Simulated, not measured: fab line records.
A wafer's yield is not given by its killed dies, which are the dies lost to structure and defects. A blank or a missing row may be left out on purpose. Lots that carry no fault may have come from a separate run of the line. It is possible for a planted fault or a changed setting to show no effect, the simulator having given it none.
fab line records	flow sky130
record lots=12	wafers=36	last-day=50
route steps=708 shown FIELD_ISO@18 VT_ADJUST_HVTR@138 SONOS_TUNNEL@162
lots that met no fault: taken from a fault-free run of the same line
start-h: hours from the record's opening day to when the first of the lot's shown wafers began	wait-h: hours since the lot's step before	" as in the row above	L1.1+2: a row that stands for several wafers	- either no value or no given start	* or withheld: withheld	< > ~ a bound
route shown NAME@n: NAME is a module with steps in the file, n the number in the route of the first one	usual: the fault-free wafers' mean and standard deviation	same: alike in all rows	chamber/n: place in a boat	sites: each site's reading	_std_site: how widely they spread, as a standard deviation	_edge_site: the outer-site mean with the inner-site mean subtracted	radius-mm: how far each site lies from the wafer's centre	mask NAME#n: copy n	behind: the tool/chamber that last shaped the wafer	hold: why the lot was held/for how many hours/how that ended	device: transistor that didn't switch, given as n, p or np	end of line: the route-end tests of the same wafers	for a step that has no rows: nothing shown but its recipe	killed: the dies lost at the first sort to structure and to defects; this is not the yield of the wafer	map: the dies of a wafer, with x for killed, . for not killed, _ for no die there
set.NAME: setting as actually run; set.NAME@STEP: the setting as run at that earlier step	model.NAME: the simulator's own value behind a step, which no gauge read
a sample of lots followed through the steps of the route, with each step as a table and each wafer as a row
services: a tool's chamber out of use, with start hour (start-h, from the record's first day; less than 0 if before it), hours out, and reason
## steps
# step SKY_FIELD_ISO_ETCH_17
# recipe target-depth-a=3420	mask-material=Si3N4	chemistry=HBr/Cl2/O2	target=Si	taper-deg=5	icp-w=600	bias-w=150	pressure-mtorr=15	HBr_flow_sccm=150	Cl2_flow_sccm=40	O2_flow_sccm=6	time-s=97.7
# usual drypump-motor-current-A=5.9/0.47	oes-product-au=1.001/0.0097	throttle-valve-pct=25.654/0.012
lot.wafer	tool	chamber	start-h	wait-h	drypump-motor-current-A	oes-product-au	rf-hours-counter-h	throttle-valve-pct
L563.1	rie-si-01	2	28.10	0.1	5.4	1.004	102	25.644
L563.3	"	1	"	"	6.3	1.008	16	25.645
L563.6	"	3	"	"	6.1	1.006	-	25.659
L564.2	rie-si-02	1	34.63	0.1	6.0	0.979	100	25.684
L564.3	"	3	"	"	5.5	1.001	3	25.654
L564.6	"	2	"	"	6.5	0.994	-	25.657
L565.2	rie-si-02	0	41.10	0.1	5.1	1.002	2	25.638
L565.3	"	1	"	"	6.0	0.990	100	25.664
L565.5	"	0	"	"	5.2	0.998	-	25.630
L567.1	rie-si-02	0	50.88	0.1	5.2	1.013	2	25.639
L567.5	"	0	"	"	5.2	1.019	-	25.635
L567.6	"	3	"	"	5.5	1.033	-	25.646
L569.1	rie-si-01	3	61.23	0.1	6.1	1.029	109	25.631
L569.2	"	0	"	"	6.4	1.018	42	25.650
L569.3	"	1	"	"	6.3	1.010	16	25.655
L574.2	rie-si-02	1	86.68	0.1	6.0	0.987	100	25.656
L574.3	"	3	"	"	5.4	1.016	3	25.627
L574.5	"	2	"	"	6.5	0.995	-	25.655
L575.1	rie-si-02	0	92.63	0.1	5.2	1.015	3	25.643
L575.4	"	3	"	"	5.5	1.019	3	25.650
L575.6	"	1	"	"	6.0	0.991	-	25.675
L577.1	rie-si-01	2	102.69	0.1	5.4	1.003	103	25.642
L577.3	"	0	"	"	6.4	1.001	42	25.653
L577.4	"	3	"	"	6.1	1.009	109	25.628
L578.2	rie-si-01	3	107.69	0.1	6.1	1.009	109	25.624
L578.3	"	1	"	"	6.2	1.007	17	25.649
L578.6	"	1	"	"	6.3	0.997	-	25.681
L582.3	rie-si-01	1	127.98	0.0	6.3	0.991	17	25.663
L582.4	"	2	"	"	5.4	1.001	103	25.669
L582.5	"	3	"	"	6.1	0.988	-	25.663
L585.1	rie-si-02	2	144.59	0.1	6.5	0.991	0	25.668
L585.3	"	3	"	"	5.5	1.009	4	25.663
L585.5	"	0	"	"	5.1	1.000	-	25.645
L586.2	rie-si-01	3	149.14	0.1	6.1	0.993	110	25.665
L586.3	"	2	"	"	5.4	1.011	103	25.648
L586.4	"	0	"	"	6.4	0.997	43	25.673
# step SKY_VT_ADJUST_HVTR_CD_MEAS_07
# recipe target-cd-nm=380
# usual cd-nm=380.4/2.2
lot.wafer	tool	chamber	start-h	wait-h	cd-nm
L563.1	cd-sem-02	-	206.33	0.1	382.0
L563.3	"	-	"	"	383.4
L563.6	"	-	"	"	384.5
L564.2	cd-sem-01	-	218.75	0.1	381.0
L564.3	"	-	"	"	381.4
L564.6	"	-	"	"	380.5
L565.2	cd-sem-02	-	228.13	0.1	379.3
L565.3	"	-	"	"	379.3
L565.5	"	-	"	"	381.6
L567.1	cd-sem-01	-	238.32	0.1	381.5
L567.5	"	-	"	"	379.8
L567.6	"	-	"	"	382.6
L569.1	cd-sem-02	-	253.02	0.1	377.6
L569.2	"	-	"	"	377.5
L569.3	"	-	"	"	378.8
L574.2	cd-sem-02	-	284.00	0.1	378.0
L574.3	"	-	"	"	381.8
L574.5	"	-	"	"	379.9
L575.1	cd-sem-02	-	288.86	0.1	383.7
L575.4	"	-	"	"	381.5
L575.6	"	-	"	"	380.5
L577.1	cd-sem-01	-	304.71	0.1	379.8
L577.3	"	-	"	"	382.4
L577.4	"	-	"	"	380.8
L578.2	cd-sem-01	-	312.49	0.1	383.8
L578.3	"	-	"	"	382.2
L578.6	"	-	"	"	381.3
L582.3	cd-sem-01	-	338.28	0.1	380.9
L582.4	"	-	"	"	382.3
L582.5	"	-	"	"	382.9
L585.1	cd-sem-02	-	364.77	0.1	383.3
L585.3	"	-	"	"	382.9
L585.5	"	-	"	"	383.1
L586.2	cd-sem-01	-	368.56	0.1	379.2
L586.3	"	-	"	"	377.6
L586.4	"	-	"	"	377.1
# step SKY_SONOS_TUNNEL_OVL_MEAS_08
# usual SONOS_TUNNEL_OVL=-0.1/1.2
lot.wafer	tool	chamber	start-h	wait-h	SONOS_TUNNEL_OVL[nm]
L563.1	overlay-01	-	252.03	0.1	-0.4
L563.3	"	-	"	"	-2.4
L563.6	"	-	"	"	0.0
L564.2	overlay-02	-	264.09	0.1	-2.4
L564.3	"	-	"	"	-1.3
L564.6	"	-	"	"	-1.3
L565.2	overlay-02	-	274.67	0.1	-1.8
L565.3	"	-	"	"	-0.6
L565.5	"	-	"	"	-0.8
L567.1	overlay-01	-	283.33	0.1	-0.7
L567.5	"	-	"	"	0.7
L567.6	"	-	"	"	-1.6
L569.1	overlay-01	-	300.66	0.1	0.9
L569.2	"	-	"	"	0.6
L569.3	"	-	"	"	0.7
L574.2	overlay-01	-	335.13	0.1	0.1
L574.3	"	-	"	"	-0.1
L574.5	"	-	"	"	0.1
L575.1	overlay-02	-	342.46	0.1	1.1
L575.4	"	-	"	"	1.2
L575.6	"	-	"	"	1.3
L577.1	overlay-01	-	359.11	0.1	-1.5
L577.3	"	-	"	"	-2.2
L577.4	"	-	"	"	-0.8
L578.2	overlay-01	-	367.24	0.1	0.6
L578.3	"	-	"	"	-0.6
L578.6	"	-	"	"	0.3
L582.3	overlay-01	-	395.24	0.1	0.6
L582.4	"	-	"	"	0.1
L582.5	"	-	"	"	-0.5
L585.1	overlay-01	-	423.76	0.1	-0.4
L585.3	"	-	"	"	0.7
L585.5	"	-	"	"	-1.0
L586.2	overlay-02	-	427.18	0.1	-1.2
L586.3	"	-	"	"	1.0
L586.4	"	-	"	"	0.3
# step SKY_SONOS_TUNNEL_IMPLANT_09
# recipe species=B	energy-kev=20	dose-cm2=1e+12	tilt-deg=withheld
# usual dose-ions-cm2=1.0002e+12/1.1e+09	end-station-pressure-torr=5.01e-06/2.6e-07	faraday-current-uA=5.65/0.11
lot.wafer	tool	chamber	start-h	wait-h	dose-ions-cm2	end-station-pressure-torr	faraday-current-uA
L563.1	implanter-02	0	252.06	0.0	9.989e+11	5.12e-06	5.69
L563.3	"	0	"	"	9.984e+11	5.05e-06	5.58
L563.6	"	0	"	"	9.991e+11	4.51e-06	5.60
L564.2	implanter-04	0	264.14	0.0	1.001e+12	5.25e-06	5.74
L564.3	"	0	"	"	9.99e+11	4.36e-06	5.54
L564.6	"	0	"	"	9.982e+11	5.06e-06	5.67
L565.2	implanter-04	0	274.72	0.0	9.997e+11	4.91e-06	5.71
L565.3	"	0	"	"	1.0012e+12	4.75e-06	5.69
L565.5	"	0	"	"	9.995e+11	5e-06	5.86
L567.1	implanter-02	0	283.37	0.0	9.985e+11	5.24e-06	5.45
L567.5	"	0	"	"	9.983e+11	5.44e-06	5.59
L567.6	"	0	"	"	9.992e+11	5.05e-06	5.91
L569.1	implanter-04	0	300.70	0.0	9.998e+11	4.56e-06	5.58
L569.2	"	0	"	"	1.0009e+12	5.34e-06	5.63
L569.3	"	0	"	"	1.001e+12	4.83e-06	5.78
L574.2	implanter-04	0	335.19	0.0	3.431e+11	5.18e-06	1.93
L574.3	"	0	"	"	3.447e+11	4.91e-06	1.96
L574.5	"	0	"	"	3.452e+11	5.05e-06	1.97
L575.1	implanter-04	0	342.50	0.0	3.447e+11	5.11e-06	1.93
L575.4	"	0	"	"	3.46e+11	4.64e-06	2.00
L575.6	"	0	"	"	3.457e+11	5.02e-06	1.91
L577.1	implanter-04	0	359.15	0.0	3.45e+11	4.72e-06	1.93
L577.3	"	0	"	"	3.442e+11	5.02e-06	1.94
L577.4	"	0	"	"	3.448e+11	4.54e-06	1.94
L578.2	implanter-02	0	367.29	0.0	1.0004e+12	4.8e-06	5.55
L578.3	"	0	"	"	1.0021e+12	4.95e-06	5.64
L578.6	"	0	"	"	1.0009e+12	4.71e-06	5.63
L582.3	implanter-02	0	395.32	0.1	1.0006e+12	5.04e-06	5.53
L582.4	"	0	"	"	1.0004e+12	5.28e-06	5.72
L582.5	"	0	"	"	1.0002e+12	4.72e-06	5.40
L585.1	implanter-04	0	423.80	0.0	9.991e+11	5.49e-06	5.70
L585.3	"	0	"	"	9.982e+11	5.28e-06	5.67
L585.5	"	0	"	"	9.997e+11	5.07e-06	5.69
L586.2	implanter-03	0	427.24	0.0	1.0007e+12	5.39e-06	5.50
L586.3	"	0	"	"	9.998e+11	5.19e-06	5.49
L586.4	"	0	"	"	1.0005e+12	4.85e-06	5.78
# step SKY_SONOS_TUNNEL_TW_MEAS_12
# usual SONOS_TUNNEL_TW=197.3/1.8
lot.wafer	tool	chamber	start-h	wait-h	SONOS_TUNNEL_TW
L563.1	film-metro-04	-	252.49	0.0	198.9
L563.3	"	-	"	"	199.5
L563.6	"	-	"	"	199.6
L564.2	film-metro-01	-	264.55	0.0	195.6
L564.3	"	-	"	"	196.0
L564.6	"	-	"	"	197.2
L565.2	film-metro-03	-	275.12	0.0	195.8
L565.3	"	-	"	"	195.6
L565.5	"	-	"	"	195.5
L567.1	film-metro-04	-	283.84	0.1	199.0
L567.5	"	-	"	"	198.8
L567.6	"	-	"	"	198.2
L569.1	film-metro-04	-	301.11	0.0	198.9
L569.2	"	-	"	"	199.2
L569.3	"	-	"	"	198.6
L574.2	film-metro-03	-	335.58	0.0	147.9
L574.3	"	-	"	"	147.7
L574.5	"	-	"	"	147.1
L575.1	film-metro-01	-	342.93	0.0	147.1
L575.4	"	-	"	"	147.4
L575.6	"	-	"	"	147.9
L577.1	film-metro-03	-	359.77	0.0	147.2
L577.3	"	-	"	"	147.2
L577.4	"	-	"	"	146.2
L578.2	film-metro-04	-	367.69	0.0	200.0
L578.3	"	-	"	"	199.9
L578.6	"	-	"	"	199.7
L582.3	film-metro-04	-	395.70	0.0	198.8
L582.4	"	-	"	"	198.8
L582.5	"	-	"	"	198.9
L585.1	film-metro-01	-	424.23	0.0	195.7
L585.3	"	-	"	"	195.0
L585.5	"	-	"	"	193.8
L586.2	film-metro-03	-	427.63	0.0	195.4
L586.3	"	-	"	"	195.3
L586.4	"	-	"	"	195.2
## services
tool	chamber	start-h	hours	kind
implanter-04	-	28.15	20.9	pm
rie-si-02	-	97.69	1.7	repair
rie-si-02	-	115.78	0.5	repair
rie-si-02	2	116.87	-	clean
rie-si-02	2	116.87	17.2	scheduled-down
rie-si-02	2	116.87	17.2	vent-cycle
rie-si-02	0	145.98	2.6	repair
implanter-04	-	151.28	4.8	repair
rie-si-02	-	163.17	14.6	pm
rie-si-01	0	164.37	5.0	repair
rie-si-01	3	165.14	4.7	repair
implanter-02	-	169.09	3.4	pm
implanter-04	-	219.23	4.1	repair
implanter-04	-	223.14	1.9	repair
implanter-02	-	238.41	2.7	repair
rie-si-02	2	238.49	36.5	repair
implanter-03	-	253.16	0.8	repair
rie-si-01	3	262.72	3.5	repair
rie-si-01	3	266.24	-	clean
implanter-03	-	291.08	93.0	pm
implanter-04	-	320.11	2.6	pm
rie-si-02	3	335.65	11.2	repair
rie-si-02	-	358.24	0.6	repair
implanter-04	-	411.65	2.0	repair
## key
first-sign step=SKY_SONOS_TUNNEL_IMPLANT_09	reading=dose-ions-cm2	direction=down	sigmas=99+	usual=*	struck=*
effect step=SKY_SONOS_TUNNEL_IMPLANT_09	reading=faraday-current-uA	direction=down	sigmas=33	usual=5.65	struck=1.95
effect step=SKY_SONOS_TUNNEL_TW_MEAS_12	reading=SONOS_TUNNEL_TW	direction=down	sigmas=28	usual=197.3	struck=147.3
met-at SKY_SONOS_TUNNEL_IMPLANT_09
struck-lots L574,L575,L577
tester-left-out L574,L575,L577
not-acting-at SKY_FIELD_ISO_ETCH_17,SKY_VT_ADJUST_HVTR_CD_MEAS_07,SKY_SONOS_TUNNEL_OVL_MEAS_08
onset-between 300.70 335.19
fault kind=process-parameter-drift	tool=implanter-04	chamber=-	onset-h=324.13	steps=SKY_SONOS_TUNNEL_IMPLANT_09	channel=dose-cm2	offset=*	shape=step	end-h=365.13	acts-in=*	stated=*
# tester-left-out: of these lots the tester's yield and bins aren't shown, on N5 and GAA mostly nor the transistor test; their killed dies are dies lost to structure and defects alone, not to doping, threshold or leakage, so they don't give the yield
